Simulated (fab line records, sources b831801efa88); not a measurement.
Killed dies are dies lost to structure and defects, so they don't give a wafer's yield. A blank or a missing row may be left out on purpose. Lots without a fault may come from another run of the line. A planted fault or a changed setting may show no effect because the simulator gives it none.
Which tool did it? | flow sky130 | 9 lots, 27 wafers sampled, at 6 steps of a route of 708

WHAT THE GAUGES READ, wafer by wafer
SKY_VIA1_THK_MEAS_23: measures by xrf.
lot  | measured     | on            | VIA1_W_THK (nm)
L101 | day 35 13:45 | film_metro-04 | 264 263 263
L108 | day 37 08:59 | film_metro-02 | 270 269 266
L109 | day 37 22:58 | film_metro-04 | 267 270 264
L110 | day 38 01:03 | film_metro-01 | 263 266 270
L112 | day 38 16:48 | film_metro-04 | 267 263 268
L114 | day 39 09:59 | film_metro-04 | 268 265 258
L117 | day 40 07:52 | film_metro-01 | 271 265 269
L118 | day 40 11:49 | film_metro-04 | 257 265 265
L123 | day 41 12:31 | film_metro-01 | 264 260 268

SKY_CAP2M_RS_MEAS_03: measures by four-point-probe.
lot  | measured     | on            | CAP2M_TIN_RS (ohm/sq)
L101 | day 41 07:03 | film_metro-03 | 6.87 6.88 6.71
L108 | day 42 21:41 | film_metro-03 | 6.93 6.97 6.91
L109 | day 43 12:23 | film_metro-02 | 6.75 6.74 6.68
L110 | day 43 13:37 | film_metro-04 | 6.94 6.85 6.87
L112 | day 44 03:14 | film_metro-02 | 6.94 6.87 6.87
L114 | day 44 19:25 | film_metro-03 | 6.77 6.79 6.82
L117 | day 45 13:43 | film_metro-02 | 7.91 8.07 7.81
L118 | day 45 18:38 | film_metro-02 | 7.76 8.06 7.85
L123 | day 46 15:48 | film_metro-02 | 7.03 6.79 6.95

SKY_CAP2M_THK_MEAS_04: measures by xrf.
lot  | measured     | on            | CAP2M_TIN_THK (nm)
L101 | day 41 07:10 | film_metro-03 | 199 199 203
L108 | day 42 21:48 | film_metro-03 | 196 194 196
L109 | day 43 12:29 | film_metro-02 | 199 200 201
L110 | day 43 13:44 | film_metro-04 | 196 196 197
L112 | day 44 03:22 | film_metro-02 | 194 196 197
L114 | day 44 19:31 | film_metro-03 | 201 200 199
L117 | day 45 13:49 | film_metro-02 | 171 168 174
L118 | day 45 18:44 | film_metro-02 | 173 167 172
L123 | day 46 15:54 | film_metro-02 | 190 198 193

WHICH TOOL RAN EACH LOT (tool, then ch and the chambers of the sampled wafers, then the start)
lot  | SKY_METAL3_DESCUM_15              | SKY_METAL3_ETCH_16                | SKY_CAP2M_SPUTTER_02
L101 | rie_metal-04 ch 0, day 40 02:20   | rie_metal-04 ch 0, day 40 02:22   | pvd_sputter-04, day 41 06:56
L108 | rie_metal-03 ch 0,1, day 41 18:05 | rie_metal-03 ch 0,1, day 41 18:07 | pvd_sputter-01, day 42 21:33
L109 | rie_metal-02 ch 0, day 42 08:39   | rie_metal-02 ch 0, day 42 08:43   | pvd_sputter-04, day 43 12:15
L110 | rie_metal-04 ch 0,1, day 42 10:15 | rie_metal-04 ch 0,1, day 42 10:17 | pvd_sputter-01, day 43 13:29
L112 | rie_metal-04 ch 0,1, day 43 00:18 | rie_metal-04 ch 0,1, day 43 00:20 | pvd_sputter-01, day 44 03:08
L114 | rie_metal-02 ch 0,1, day 43 16:46 | rie_metal-02 ch 0,1, day 43 16:49 | pvd_sputter-04, day 44 19:15
L117 | rie_metal-03 ch 0, day 44 12:10   | rie_metal-03 ch 0, day 44 12:17   | pvd_sputter-04, day 45 13:34
L118 | rie_metal-03 ch 0,1, day 44 16:58 | rie_metal-03 ch 0,1, day 44 17:01 | pvd_sputter-04, day 45 18:29
L123 | rie_metal-02 ch 0,1, day 45 15:04 | rie_metal-02 ch 0,1, day 45 15:07 | pvd_sputter-02, day 46 15:39
- SKY_METAL3_DESCUM_15: chemistry O2, time 8 s.
- SKY_METAL3_ETCH_16: etches BARC in N2/H2, stops on SiO2, time 88.2 s, target depth 60 nm.
- SKY_CAP2M_SPUTTER_02: material TiN, target thk 200 nm, time 166.7 s.

WHAT THE TOOLS THEMSELVES READ (means of the sampled wafers that have a number; where no wafer has one, the mark that the record gives instead)
SKY_METAL3_DESCUM_15.
lot  | tool         | drypump_motor_current_A (A) | he_backside_leak_sccm (sccm) | oes_product_au (a.u.)
L101 | rie_metal-04 | 6.3                         | 3.49                         | 0.985
L108 | rie_metal-03 | 5.7                         | 3.39                         | 0.972
L109 | rie_metal-02 | 6.3                         | 3.36                         | 0.984
L110 | rie_metal-04 | 5.6                         | 3.50                         | 0.985
L112 | rie_metal-04 | 5.6                         | 3.54                         | 0.989
L114 | rie_metal-02 | 6.2                         | 3.29                         | 0.981
L117 | rie_metal-03 | 6.3                         | 3.12                         | 0.987
L118 | rie_metal-03 | 5.7                         | 3.27                         | 0.977
L123 | rie_metal-02 | 6.0                         | 3.21                         | 0.982

SKY_METAL3_ETCH_16.
lot  | tool         | drypump_motor_current_A (A) | he_backside_leak_sccm (sccm) | oes_product_au (a.u.) | throttle_valve_pct (%)
L101 | rie_metal-04 | 6.3                         | 3.42                         | 0.623                 | 13.199
L108 | rie_metal-03 | 5.7                         | 3.19                         | 0.629                 | 13.207
L109 | rie_metal-02 | 6.3                         | 3.40                         | 0.625                 | 13.205
L110 | rie_metal-04 | 5.6                         | 3.59                         | 0.621                 | 13.200
L112 | rie_metal-04 | 5.6                         | 3.52                         | 0.625                 | 13.201
L114 | rie_metal-02 | 6.2                         | 3.27                         | 0.623                 | 13.204
L117 | rie_metal-03 | 6.3                         | 3.11                         | 0.625                 | 13.193
L118 | rie_metal-03 | 5.7                         | 3.32                         | 0.627                 | 13.205
L123 | rie_metal-02 | 6.0                         | 3.20                         | 0.621                 | 13.213

SKY_CAP2M_SPUTTER_02.
lot  | tool           | cathode_dc_power_W (W) | throttle_valve_pct (%)
L101 | pvd_sputter-04 | 6499.2                 | 29.0
L108 | pvd_sputter-01 | 6500.7                 | 31.3
L109 | pvd_sputter-04 | 6500.8                 | 28.8
L110 | pvd_sputter-01 | 6500.2                 | 31.2
L112 | pvd_sputter-01 | 6499.5                 | 31.4
L114 | pvd_sputter-04 | 6500.4                 | 28.9
L117 | pvd_sputter-04 | 5639.0                 | 29.2
L118 | pvd_sputter-04 | 5637.3                 | 29.2
L123 | pvd_sputter-02 | 6499.9                 | 29.8

THE ANSWER, worked out from the rows above alone
Rule: what is usual is taken from the lots themselves. Put in order of their means at a reading, lots are off if they are a third of the lots or fewer, leave a main group of 4 or more, and stand apart from it by a gap of 3 or more times the standard deviation of the main group's means; of several such gaps the widest counts. A main group whose means are all the same, to the digits that the tables above print for the reading, isn't used. A lot without any number at a reading at which 4 lots or more have one is off too. The other lots that the step has rows for count as sound. The gauges are gone through in route order, then the tools' own readings, and for those a lot's mean is taken as printed above. The first step at which some lot is off is used, and at that step the reading that is off furthest; a lot without a number counts as furthest.
Off: L117, L118, at SKY_CAP2M_RS_MEAS_03 (CAP2M_TIN_RS). The main group: mean 6.85 ohm/sq, standard deviation 0.072.
A tool fits if, at a process step before that reading, it ran every lot that is off, and no sound lot after the first of them. The gauges at SKY_CAP2M_RS_MEAS_03 aren't tried: what is off there is off at SKY_CAP2M_SPUTTER_02 too, on other tools, and a gauge's error can't cause that. Can't be told from this: 2 tools fit, rie_metal-03 at SKY_METAL3_DESCUM_15 and SKY_METAL3_ETCH_16, pvd_sputter-04 at SKY_CAP2M_SPUTTER_02.

WHAT THE SIMULATOR HAD PUT IN
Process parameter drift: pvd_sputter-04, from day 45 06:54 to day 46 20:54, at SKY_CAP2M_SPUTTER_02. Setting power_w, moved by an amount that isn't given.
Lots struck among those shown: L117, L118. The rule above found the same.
